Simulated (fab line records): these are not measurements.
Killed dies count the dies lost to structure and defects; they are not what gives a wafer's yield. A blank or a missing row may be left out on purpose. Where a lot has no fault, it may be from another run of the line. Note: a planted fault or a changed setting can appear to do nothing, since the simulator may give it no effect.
fab line records | flow sky130
[record] lots = 7 wafers = 18 last-day = 49
route steps=708 shown CAP2M@614 METAL4@621 PAD_OPEN@708
lots with no fault: from the same line, run without faults
start-h: start of the lot's first displayed wafer, in hours after the record's first day | wait-h: hours since the lot's step before | " same as the row above | L1.1+2: several wafers, shown together as one row | - value missing, or start not given | * or withheld: withheld | < > ~ a bound
route shown NAME@n: names a module that has steps shown in the file, with the first one's number in the route | usual: the fault-free wafers' mean and standard deviation | same: alike in all rows | chamber/n: place in a boat | sites: the reading at each site | _std_site: how widely they spread, as a standard deviation | _edge_site: the outer-site mean with the inner-site mean subtracted | radius-mm: how far each site lies from the wafer's centre | mask NAME#n: copy n | behind: the most recent tool/chamber to have shaped the wafer | hold: why the lot was held/for how many hours/how that ended | device: the transistor (n, p or np) that didn't switch | end of line: the tests these same wafers got at the end of their route | a step given without rows: its recipe and nothing more | killed: dies that structure and defects cost at the first sort, which is not the same as the wafer's yield | map: the dies of a wafer, with x for killed, . for not killed, _ for no die there
set.NAME: the setting that was run; set.NAME@STEP: the one run at that earlier step | model.NAME: the simulator's own value behind a step, which no gauge read
certain route steps with their lots: each step a table, each wafer a row
services: from which hour (start-h, from the record's first day; less than 0 if before it) a tool's chamber was out of use, for how many hours, and why
[[steps]]
[step SKY_CAP2M_DEVELOP_11]
[recipe] resist = NOVOLAK developer = TMAH develop-time-s = 60 dev-temp-c = 23
[step SKY_CAP2M_OVL_MEAS_12]
[usual] CAP2M_OVL = -0.7/1.5
// columns lot.wafer tool chamber start-h wait-h CAP2M_OVL[nm]
L782.2 overlay-02 - 953.28 0.1 0.3
L782.3 " - " " 0.4
L782.5 " - " " -1.5
L785.1 overlay-01 - 977.79 0.1 -2.6
L785.2 " - " " -2.7
L785.5 " - " " -2.8
L792.3 overlay-01 - 1021.95 0.1 -1.8
L792.5 " - " " 1.5
L792.6 " - " " -2.5
L799.1 overlay-01 - 1067.48 0.1 -0.6
L799.2 " - " " -0.5
L799.5 " - " " -1.0
L800.1 overlay-01 - 1072.29 0.1 0.2
L800.6 " - " " 2.4
L801.4 overlay-01 - 1074.56 0.1 -0.1
L801.6 " - " " -2.2
L802.3 overlay-01 - 1083.84 0.1 1.1
L802.6 " - " " -0.3
[step SKY_CAP2M_METAL_ETCH_13]
[recipe] target-depth-nm = 220 stop-on = SiO2 chemistry = Cl2/BCl3 target = TiN pressure-mtorr = 10 icp-w = 900 bias-w = 48.5 Cl2_flow_sccm = 60 bcl3-flow-sccm = 30 time-s = 62.9
[usual] drypump-motor-current-A = 5.64/0.14 oes-product-au = 0.941/0.0085 throttle-valve-pct = 21.901/0.0096
[same] time-s = 62.9
// columns lot.wafer tool chamber start-h wait-h drypump-motor-current-A oes-product-au rf-hours-counter-h throttle-valve-pct
L782.2 rie-metal-02 0 953.31 0.0 5.49 0.943 5 21.892
L782.3 " 0 " " 5.51 0.939 - 21.909
L782.5 " 0 " " 5.50 0.929 - 21.909
L785.1 rie-metal-04 1 977.82 0.0 5.75 0.943 19 21.917
L785.2 " 0 " " 5.73 0.940 4 21.912
L785.5 " 0 " " 5.76 0.942 - 21.919
L792.3 rie-metal-02 0 1022.00 0.0 5.48 0.931 - 21.890
L792.5 " 0 " " 5.46 0.942 - 21.920
L792.6 " 1 " " 5.79 0.935 - 21.905
L799.1 rie-metal-01 0 1067.51 0.0 5.55 0.932 20 21.898
L799.2 " 1 " " 5.42 0.931 14 21.911
L799.5 " 1 " " 5.43 0.931 - 21.898
L800.1 rie-metal-02 1 1072.32 0.0 5.75 0.956 14 21.883
L800.6 " 0 " " 5.45 0.953 - 21.894
L801.4 rie-metal-01 1 1074.60 0.0 5.40 0.929 - 21.900
L801.6 " 1 " " 5.43 0.935 - 21.903
L802.3 rie-metal-01 1 1083.89 0.0 5.42 0.954 - 21.897
L802.6 " 0 " " 5.58 0.950 - 21.889
[step SKY_CAP2M_STRIP_14]
[recipe] chemistry = O2/N2 power-w = 1400 pressure-mtorr = 1500 platen-temp-c = withheld o2-flow-sccm = 3000 n2-flow-sccm = 300 overash-fraction = 0.5
[usual] drypump-motor-current-A = 5.54/0.13 oes-product-au = 0.711/0.0046 strip-time-to-endpoint-s = 12.66/0.055
// columns lot.wafer tool chamber start-h wait-h drypump-motor-current-A oes-product-au rf-hours-counter-h strip-time-to-endpoint-s
L782.2 plasma-asher-04 1 953.39 0.1 5.41 0.709 83 12.72
L782.3 " 0 " " 5.70 0.708 - 12.68
L782.5 " 0 " " 5.71 0.718 - 12.70
L785.1 plasma-asher-04 0 977.90 0.1 5.68 0.708 85 12.74
L785.2 " 1 " " 5.42 0.711 85 12.65
L785.5 " 1 " " 5.41 0.717 - 12.64
L792.3 plasma-asher-03 0 1022.08 0.1 5.62 0.717 - 12.64
L792.5 " 0 " " 5.63 0.719 - 12.59
L792.6 " 1 " " 5.66 0.713 - 12.62
L799.1 plasma-asher-04 1 1067.59 0.1 5.43 0.713 94 12.69
L799.2 " 0 " " 5.67 0.716 94 12.72
L799.5 " 1 " " 5.44 0.711 - 12.75
L800.1 plasma-asher-02 0 1072.43 0.1 5.34 0.716 1 12.59
L800.6 " 1 " " 5.61 0.718 - 12.62
L801.4 plasma-asher-04 0 1074.69 0.1 5.68 0.711 - 12.71
L801.6 " 1 " " 5.40 0.708 - 12.71
L802.3 plasma-asher-03 1 1083.97 0.1 5.71 0.712 - 12.72
L802.6 " 1 " " 5.70 0.712 - 12.72
[step SKY_CAP2M_STRIP_15]
[recipe] chemistry = post-etch-residue-remover time-s = 1200 temp-c = 72.5
[step SKY_CAP2M_CLEAN_16]
[recipe] chemistry = IPA time-s = 180 temp-c = 25
[step SKY_CAP2M_CLEAN_17]
[recipe] chemistry = O3/DIW dry = n2-spin
[step SKY_METAL4_DEHYDRATE_05]
[recipe] temp-c = 200 time-s = 60
[step SKY_METAL4_HMDS_06]
[recipe] prime-time-s = 60 prime-temp-c = 120
[step SKY_METAL4_COAT_07]
[recipe] resist = BARC temp-c = withheld time-s = withheld spin-rpm = 3000 resist-thk-nm = 60
[step SKY_METAL4_COAT_08]
[recipe] resist = KrF-thick spin-rpm = 3000 resist-thk-nm = 1140
[step SKY_METAL4_SOFTBAKE_09]
[recipe] temp-c = 100 time-s = 90 resist = KrF-thick
[step SKY_METAL4_EXPOSE_10]
[recipe] mask-id = MM4 na = 0.68 source-shape = annular sigma-inner = 0.4 sigma-outer = 0.8 target-cd-nm = 300 dose-mj = 28
[usual] focus-offset-nm = 0.0/0.57 stage-vel-mm-s = 499.94/0.27
[same] sigma-inner = 0.4 sigma-outer = 0.8
// columns lot.wafer tool chamber start-h wait-h mask focus-offset-nm stage-vel-mm-s
L782.2 krf-scanner-02 0 966.24 - MM4#0 -0.3 500.20
L782.3 " 0 " " MM4#0 0.2 500.62
L782.5 " 0 " " MM4#0 -0.2 500.37
L785.1 krf-scanner-01 0 990.74 - MM4#0 -0.1 500.08
L785.2 " 0 " " MM4#0 -0.1 499.82
L785.5 " 0 " " MM4#0 -0.8 500.05
L792.3 krf-scanner-02 0 1034.09 - MM4#0 -0.6 500.18
L792.5 " 0 " " MM4#0 -0.7 500.55
L792.6 " 0 " " MM4#0 -0.9 499.55
L799.1 krf-scanner-02 0 1078.57 - MM4#0 0.4 500.06
L799.2 " 0 " " MM4#0 0.9 500.08
L799.5 " 0 " " MM4#0 0.8 500.09
L800.1 krf-scanner-01 0 1083.62 - MM4#0 0.7 500.00
L800.6 " 0 " " MM4#0 -0.1 500.15
L801.4 krf-scanner-01 0 1085.88 - MM4#0 0.5 500.17
L801.6 " 0 " " MM4#0 0.1 499.88
L802.3 krf-scanner-01 0 1094.93 - MM4#0 -0.3 499.84
L802.6 " 0 " " MM4#0 -0.3 500.06
[step SKY_METAL4_PEB_11]
[recipe] peb-temp-c = withheld peb-time-s = withheld resist = KrF-thick
[step SKY_METAL4_DEVELOP_12]
[recipe] develop-time-s = 60 resist = KrF-thick dev-temp-c = 21
[step SKY_METAL4_CD_MEAS_13]
[recipe] target-cd-nm = 300
[usual] cd-nm = 300.3/1.5
// columns lot.wafer tool chamber start-h wait-h cd-nm
L782.2 cd-sem-01 - 977.71 - 302.4
L782.3 " - " " 301.5
L782.5 " - " " 300.0
L785.1 cd-sem-01 - 1001.57 - 300.2
L785.2 " - " " 301.7
L785.5 " - " " 301.3
L792.3 cd-sem-02 - 1045.71 - 301.6
L792.5 " - " " 300.4
L792.6 " - " " 301.8
L799.1 cd-sem-02 - 1089.14 - 301.4
L799.2 " - " " 299.2
L799.5 " - " " 301.3
L800.1 cd-sem-02 - 1093.74 - 298.5
L800.6 " - " " 216.0
L801.4 cd-sem-02 - 1095.49 - 299.7
L801.6 " - " " 219.3
L802.3 cd-sem-01 - 1104.92 - 219.0
L802.6 " - " " 219.4
[step SKY_METAL4_OVL_MEAS_14]
[usual] METAL4_OVL = -3/5.5
// columns lot.wafer tool chamber start-h wait-h METAL4_OVL[nm]
L782.2 overlay-02 - 977.82 0.1 3
L782.3 " - " " -3
L782.5 " - " " -7
L785.1 overlay-02 - 1001.69 0.1 -11
L785.2 " - " " -2
L785.5 " - " " -6
L792.3 overlay-02 - 1045.80 0.1 0
L792.5 " - " " 1
L792.6 " - " " 6
L799.1 overlay-02 - 1089.26 0.1 0
L799.2 " - " " 2
L799.5 " - " " -1
L800.1 overlay-02 - 1093.86 0.1 -1
L800.6 " - " " 6
L801.4 overlay-01 - 1095.56 0.1 -5
L801.6 " - " " -7
L802.3 overlay-02 - 1105.01 0.1 -13
L802.6 " - " " -9
[step SKY_METAL4_DESCUM_15]
[recipe] chemistry = O2 source-power-w = 150 bias-power-w = 0 pressure-mtorr = 10 temp-c = 40 time-s = 8
[usual] drypump-motor-current-A = 5.6/0.37 oes-product-au = 1.000/0.013
[same] time-s = 8
// columns lot.wafer tool chamber start-h wait-h drypump-motor-current-A oes-product-au rf-hours-counter-h model.METAL4.cd-nm
L782.2 rie-metal-03 1 977.85 0.0 6.1 1.008 20 303.1
L782.3 " 1 " " 6.2 1.011 - 302.2
L782.5 " 0 " " 5.0 1.000 - 300.8
L785.1 rie-metal-03 0 1001.73 0.0 5.0 0.990 8 300.2
L785.2 " 1 " " 6.2 1.006 21 302
L785.5 " 1 " " 6.2 1.014 - 301.8
L792.3 rie-metal-01 1 1045.84 0.0 5.4 0.984 - 301.8
L792.5 " 0 " " 5.5 1.001 - 300.6
L792.6 " 1 " " 5.4 0.983 - 301.4
L799.1 rie-metal-03 0 1089.30 0.0 5.0 0.973 15 302.5
L799.2 " 1 " " 6.2 1.006 1 299.1
L799.5 " 1 " " 6.2 1.014 - 301.2
L800.1 rie-metal-04 0 1093.90 0.0 5.7 1.009 13 299.3
L800.6 " 1 " " 5.7 0.985 - 216
L801.4 rie-metal-01 0 1095.59 0.0 5.6 1.001 - 299.7
L801.6 " 1 " " 5.4 0.982 - 219
L802.3 rie-metal-03 0 1105.04 0.0 5.0 0.993 - 220.2
L802.6 " 1 " " 6.2 1.017 - 219.3
[step SKY_METAL4_ETCH_16]
[recipe] chemistry = N2/H2 target = BARC ion-energy-ev = 200 bias-w = 100 pressure-mtorr = 30 n2-flow-sccm = 100 h2-flow-sccm = 200 icp-w = 500 stop-on = SiO2 time-s = 88.2 target-depth-a = 600
[usual] drypump-motor-current-A = 5.6/0.37 oes-product-au = 0.626/0.0047 throttle-valve-pct = 13.204/0.0097
[same] time-s = 88.2
// columns lot.wafer tool chamber start-h wait-h drypump-motor-current-A oes-product-au rf-hours-counter-h throttle-valve-pct
L782.2 rie-metal-03 1 977.88 0.0 6.2 0.625 20 13.203
L782.3 " 1 " " 6.2 0.632 - 13.202
L782.5 " 0 " " 5.0 0.624 - 13.200
L785.1 rie-metal-03 0 1001.76 0.0 5.0 0.630 8 13.209
L785.2 " 1 " " 6.2 0.626 21 13.191
L785.5 " 1 " " 6.2 0.619 - 13.212
L792.3 rie-metal-01 1 1045.89 0.0 5.4 0.633 - 13.214
L792.5 " 0 " " 5.6 0.624 - 13.195
L792.6 " 1 " " 5.4 0.628 - 13.217
L799.1 rie-metal-03 0 1089.33 0.0 5.0 0.631 15 13.217
L799.2 " 1 " " 6.2 0.624 1 13.206
L799.5 " 1 " " 6.1 0.627 - 13.190
L800.1 rie-metal-04 0 1093.93 0.0 5.8 0.636 13 13.188
L800.6 " 1 " " 5.7 0.625 - 13.228
L801.4 rie-metal-01 0 1095.65 0.0 5.6 0.626 - 13.205
L801.6 " 1 " " 5.4 0.632 - 13.189
L802.3 rie-metal-03 0 1105.10 0.0 5.0 0.626 - 13.210
L802.6 " 1 " " 6.2 0.624 - 13.218
[step SKY_METAL4_ETCH_17]
[recipe] target = SiO2 stop-on = TiN chemistry = C4F8/O2/Ar source-w = 1500 bias-w = 1200 pressure-mtorr = 40 c4f8-flow-sccm = withheld O2_flow_sccm = 6 Ar_flow_sccm = 300 time-s = 3.9 target-depth-a = 150
[usual] oes-product-au = 0.752/0.0062
[same] time-s = 3.9
// columns lot.wafer tool chamber start-h wait-h oes-product-au rf-hours-counter-h
L782.2 rie-diel-04 1 977.98 0.1 0.757 14
L782.3 " 0 " " 0.754 12
L782.5 " 0 " " 0.762 -
L785.1 rie-diel-03 3 1001.86 0.1 0.747 14
L785.2 " 0 " " 0.750 15
L785.5 " 1 " " 0.753 -
L792.3 rie-diel-04 2 1045.96 0.0 0.751 28
L792.5 " 0 " " 0.750 -
L792.6 " 1 " " 0.752 -
L799.1 rie-diel-03 0 1089.43 0.1 0.748 18
L799.2 " 3 " " 0.744 17
L799.5 " 0 " " 0.760 -
L800.1 rie-diel-04 2 1094.03 0.1 0.743 30
L800.6 " 2 " " 0.746 -
L801.4 rie-diel-04 3 1095.71 0.0 0.756 13
L801.6 " 3 " " 0.751 -
L802.3 rie-diel-01 2 1105.16 0.0 0.745 17
L802.6 " 1 " " 0.749 -
[step SKY_METAL4_METAL_ETCH_18]
[recipe] target-depth-a = 8450 stop-on = SiO2 over-etch-frac = 0.3 time-s = 183.1 chemistry = Cl2/BCl3 resist-sidewall-deg = 88 pressure-mtorr = 10 icp-w = 900 bias-w = 48.5 Cl2_flow_sccm = 60 bcl3-flow-sccm = 30
[usual] drypump-motor-current-A = 5.5/0.37 oes-product-au = 0.865/0.0055 throttle-valve-pct = 22.264/0.0092
[same] time-s = 183.1
// columns lot.wafer tool chamber start-h wait-h drypump-motor-current-A oes-product-au rf-hours-counter-h throttle-valve-pct model.METAL4.cd-nm
L782.2 rie-metal-01 0 978.00 0.0 5.6 0.861 14 22.261 310
L782.3 " 1 " " 5.4 0.877 - 22.265 301.5
L782.5 " 1 " " 5.4 0.863 - 22.263 301
L785.1 rie-metal-04 0 1001.88 0.0 5.7 0.864 6 22.269 301.8
L785.2 " 0 " " 5.7 0.862 - 22.277 305
L785.5 " 0 " " 5.7 0.867 - 22.249 299.8
L792.3 rie-metal-03 0 1046.04 0.1 5.0 0.859 - 22.264 297
L792.5 " 0 " " 5.0 0.863 - 22.273 298.2
L792.6 " 1 " " 6.2 0.865 - 22.267 296.2
L799.1 rie-metal-01 1 1089.45 0.0 5.4 0.856 15 22.263 299.5
L799.2 " 0 " " 5.6 0.860 21 22.262 300.3
L799.5 " 0 " " 5.6 0.869 - 22.270 301.4
L800.1 rie-metal-03 1 1094.05 0.0 6.1 0.861 1 22.264 302
L800.6 " 0 " " 5.0 0.859 - 22.256 215.8
L801.4 rie-metal-04 1 1095.79 0.1 5.7 0.862 - 22.276 297.3
L801.6 " 0 " " 5.7 0.866 - 22.267 215.7
L802.3 rie-metal-01 1 1105.24 0.1 5.4 0.871 - 22.263 219.1
L802.6 " 0 " " 5.6 0.875 - 22.269 223.1
[step SKY_METAL4_STRIP_19]
[recipe] chemistry = O2/N2 power-w = 1400 pressure-mtorr = 1500 platen-temp-c = withheld o2-flow-sccm = 3000 n2-flow-sccm = 300 overash-fraction = 0.5
[usual] drypump-motor-current-A = 5.59/0.21 oes-product-au = 0.502/0.007 strip-time-to-endpoint-s = 6.54/0.13
// columns lot.wafer tool chamber start-h wait-h drypump-motor-current-A oes-product-au rf-hours-counter-h strip-time-to-endpoint-s
L782.2 plasma-asher-01 1 978.17 0.1 5.96 0.491 23 6.45
L782.3 " 1 " " 5.98 0.505 - 6.68
L782.5 " 1 " " 5.93 0.509 - 6.66
L785.1 plasma-asher-04 1 1002.23 0.3 5.42 0.498 87 6.43
L785.2 " 0 " " 5.67 0.499 87 6.35
L785.5 " 1 " " 5.41 0.495 - 6.40
L792.3 plasma-asher-01 0 1046.19 0.1 5.47 0.510 - 6.71
L792.5 " 0 " " 5.46 0.506 - 6.59
L792.6 " 1 " " 5.94 0.498 - 6.36
L799.1 plasma-asher-01 1 1089.63 0.1 5.95 0.514 35 6.62
L799.2 " 0 " " 5.47 0.497 35 6.48
L799.5 " 0 " " 5.47 0.495 - 6.46
L800.1 plasma-asher-02 1 1094.23 0.1 5.60 0.503 3 6.37
L800.6 " 0 " " 5.36 0.500 - 6.59
L801.4 plasma-asher-01 0 1095.94 0.1 5.44 0.506 - 6.55
L801.6 " 0 " " 5.46 0.491 - 6.38
L802.3 plasma-asher-01 1 1105.39 0.1 5.98 0.510 - 6.74
L802.6 " 1 " " 5.96 0.496 - 6.53
[step SKY_PAD_OPEN_PROBE_99]
[usual] defect-limited-yield = 81.9/2 killed_at_M0_to_M3 = 43/6.5 killed_at_M4_up = 3.2/1.8 killed-at-contacts = 26/5.2 killed-at-front-end = 16/4.8 killed-at-other = 0.3/0.6 killed-dies = 89/9.6 killed-on-rim = 17/3.7 killed-open = 48/7.1 killed-short = 40/6.4 sort_bin_3_pad_short = 0.9/0.37 sort_bin_5_function = 10.7/1.4 sort_bin_6_memory = 6.5/1.2 sort-n-pass = 403/9.6 sort-yield-pct = 81.9/2
[same] gross-dies = 492 killed-at-back-side = 0 sort_bin_4_leakage[%] = 0 sort_bin_8_speed[%] = 0
// columns lot.wafer tool chamber start-h wait-h defect-limited-yield[%] killed_at_M0_to_M3 killed_at_M4_up killed-at-contacts killed-at-front-end killed-at-other killed-dies killed-on-rim killed-open killed-short sort_bin_3_pad_short[%] sort_bin_5_function[%] sort_bin_6_memory[%] sort-n-pass sort-yield-pct[%]
L785.1 prober-02 - 1096.48 0.1 82.9 41 6 24 13 0 84 13 42 42 0.6 10.2 6.3 408 82.9
L785.2 prober-02 - 1096.53 0.1 82.1 43 2 26 17 0 88 12 48 39 1.0 11.4 5.5 404 82.1
L785.5 prober-02 - 1096.68 0.2 83.5 35 3 20 23 0 81 13 48 33 1.0 9.3 6.1 411 83.5
L800.6 prober-01 - 1175.00 0.2 0.4 36 402 37 15 0 490 94 42 49 1.4 91.5 6.7 2 0.4
L801.6 prober-02 - 1177.41 0.2 0.2 44 395 28 24 0 491 95 53 44 0.8 91.3 7.7 1 0.2
L802.3 prober-01 - 1183.06 0.2 0.4 52 383 31 24 0 490 94 66 43 0.4 88.2 11.0 2 0.4
L802.6 prober-01 - 1183.21 0.2 0.2 46 400 27 18 0 491 95 48 45 1.4 93.1 5.3 1 0.2
// killed by level:class
L785.1 CONTACT:geometric-particle:open=11 METAL2:geometric-particle:short=9 METAL1:geometric-particle:short=8 VIA3:geometric-particle:open=7 METAL4:geometric-particle:short=6 VIA1:geometric-particle:open=6 LI_CONTACT:geometric-particle:open=5 VIA2:geometric-particle:open=5
L785.2 VIA1:geometric-particle:open=16 CONTACT:geometric-particle:open=9 VIA2:geometric-particle:open=8 CONTACT:geometric-particle:short=8 FIELD_ISO:geometric-particle:short=5 FIELD_ISO:geometric-particle:open=5 METAL1:geometric-particle:short=5 POLY_GATE:geometric-particle:short=4
L785.5 VIA1:geometric-particle:open=11 CONTACT:geometric-particle:open=9 FIELD_ISO:geometric-particle:open=7 POLY_GATE:geometric-particle:short=7 LI_CONTACT:geometric-particle:open=6 METAL1:geometric-particle:short=5 VIA2:geometric-particle:open=5 VIA2:geometric-particle:short=4
L800.6 METAL4:area-expose=399 VIA1:geometric-particle:open=10 LI_CONTACT:geometric-particle:open=9 CONTACT:geometric-particle:open=8 POLY_GATE:geometric-particle:short=7 LI_CONTACT:geometric-particle:short=6 CONTACT:geometric-particle:short=6 FIELD_ISO:geometric-particle:open=5
L801.6 METAL4:area-expose=394 VIA1:geometric-particle:open=11 FIELD_ISO:geometric-particle:open=11 METAL2:geometric-particle:short=9 VIA3:geometric-particle:open=8 CONTACT:geometric-particle:short=7 LI_CONTACT:geometric-particle:open=6 LOCAL_INTERCONNECT:geometric-particle:short=6
L802.3 METAL4:area-expose=381 CONTACT:geometric-particle:open=16 VIA1:geometric-particle:open=12 VIA2:geometric-particle:open=10 FIELD_ISO:geometric-particle:open=8 LI_CONTACT:geometric-particle:open=6 VIA1:geometric-particle:short=6 VIA2:geometric-particle:short=6
L802.6 METAL4:area-expose=398 CONTACT:geometric-particle:open=10 VIA1:geometric-particle:open=8 METAL1:geometric-particle:short=6 METAL3:geometric-particle:short=6 FIELD_ISO:geometric-particle:short=5 CONTACT:geometric-particle:short=5 VIA2:geometric-particle:open=5
// map L800.6 (x killed, . not)
__________xxxxxxxxxx_________
________xxxxxxxxxxxxxx_______
______xxxxxxxxxxxxxxxxxx_____
_____xxxxxxxxxxxxxxxxxxxx____
____xxxxxxxxxxxxxxxxxxxx.x___
___xxxxxxxxxxxxxxxxxxxxxxxx__
__xxxxxxxxxxxxxxxxxxxxxxxxxx_
_xxxxxxxxxxxxxxxxxxxxxxxxxxxx
_xxxxxxxxxxxxxxxxxxxxxxxxxxxx
_xxxxxxxxxxxxxxxxxxxxxxxxxxxx
_xxxxxxxxxxxxxxxxxxxxxxxxxxxx
_xxxxxxxxxxxxxxxxxxxxxxxxxxxx
_xxxxxxxxxxxxxxxxxxxxxxxxxxxx
_xxxxxxxxxxxxxxxxxxxxxxxxxxxx
_xxxxxxxxxxxxxxxxxxxxxxxxxxxx
__xxxxxxxxxxxxxxxxxxxxxxxxxx_
___xxxxxxxxxxxxxxxxxxxxxxxx__
____xxxxxxxxxxxxxxxxxxxxxx___
_____xxxxxxxxxxxxxxxxxxx.____
______xxxxxxxxxxxxxxxxxx_____
________xxxxxxxxxxxxxx_______
__________xxxxxxxxxx_________
// map L801.6 (x killed, . not)
__________xxxxxxxxxx_________
________xxxxxxxxxxxxxx_______
______xxxxxxxxxxxxxxxxxx_____
_____xxxxxxxxxxxxxxxxxxxx____
____xxxxxxxxxxxxxxxxxxxxxx___
___xxxxxxxxxxxxxxxxxxxxxxxx__
__xxxxxxxxxxxxxxxxxxxxxxxxxx_
_xxxxxxxxxxxxxxxxxxxxxxxxxxxx
_xxxxxxxxxxxxxxxxxxxxxxxxxxxx
_xxxxxxxxxxxxxxxxxxxxxxxxxxxx
_xxxxxxxxxxxxxxxxxxxxxxxxxxxx
_xxxxxxxxxxxxxxxxxxxxxxxxxxxx
_xxxxxxxxxxxxxxxxxxxxxxxxxxxx
_xxxxxxxxxxxxxxxxxxxxxxxxxxxx
_xxxxxxxxxxxxxxxxxxxxxxxxxxxx
__xxxxxxxxxxxxxxxxxxxxxxxxx._
___xxxxxxxxxxxxxxxxxxxxxxxx__
____xxxxxxxxxxxxxxxxxxxxxx___
_____xxxxxxxxxxxxxxxxxxxx____
______xxxxxxxxxxxxxxxxxx_____
________xxxxxxxxxxxxxx_______
__________xxxxxxxxxx_________
[[services]]
// columns tool chamber start-h hours kind
plasma-asher-03 - 930.47 0.9 repair
plasma-asher-01 - 930.95 2.0 repair
krf-scanner-01 - 938.52 0.8 pm
krf-scanner-02 - 954.41 1.0 pm
plasma-asher-03 - 956.29 2.8 pm
krf-scanner-01 - 975.09 3.8 repair
krf-scanner-02 - 986.26 1.5 repair
rie-metal-04 - 998.82 0.6 repair
krf-scanner-01 - 1009.03 1.3 pm
rie-diel-03 2 1026.15 22.1 repair
krf-scanner-01 - 1028.12 1.0 pm
plasma-asher-03 - 1037.55 0.6 repair
plasma-asher-04 - 1051.77 4.3 repair
krf-scanner-02 - 1053.06 4.9 repair
krf-scanner-02 - 1053.66 0.8 repair
rie-metal-04 - 1053.88 0.9 repair
krf-scanner-02 - 1054.59 0.9 repair
krf-scanner-02 - 1057.91 0.8 pm
krf-scanner-01 - 1060.51 1.6 repair
rie-metal-02 - 1077.62 2.0 repair
rie-diel-03 1 1081.67 7.4 repair
krf-scanner-02 - 1083.36 1.3 pm
rie-metal-04 0 1096.18 17.8 repair
krf-scanner-02 - 1104.59 4.4 pm
[[key]]
[first-sign] step = SKY_METAL4_CD_MEAS_13 reading = cd-nm direction = down sigmas = 54 usual = 300.3 struck = 218.4
[effect] step = SKY_PAD_OPEN_PROBE_99 reading = killed_at_M4_up direction = up sigmas = 99+ usual = 3.2 struck = 395
[model-effect] step = SKY_METAL4_DESCUM_15 value = METAL4.cd-nm without = 301.8 struck = 218.6
[model-effect] step = SKY_METAL4_METAL_ETCH_18 value = METAL4.cd-nm without = 301.6 struck = 218.4
[more-kills-born-at] SKY_METAL4_EXPOSE_10@krf-scanner-01 = 1572
met-at SKY_METAL4_EXPOSE_10
struck-wafers L800.6,L801.6,L802.3,L802.6
later-rows-left-out L800.6,L801.6,L802.3,L802.6
onset-between 990.74 1083.62
[fault] kind = process-parameter-drift tool = krf-scanner-01 chamber = - onset-h = 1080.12 steps = SKY_METAL4_EXPOSE_10 channel = focus-nm offset = 439.89 shape = step end-h = 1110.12 scope = struck-wafers-only
// later-rows-left-out: the simulator's readings of these wafers behind a module that went badly wrong aren't trusted and aren't shown, but for the sort
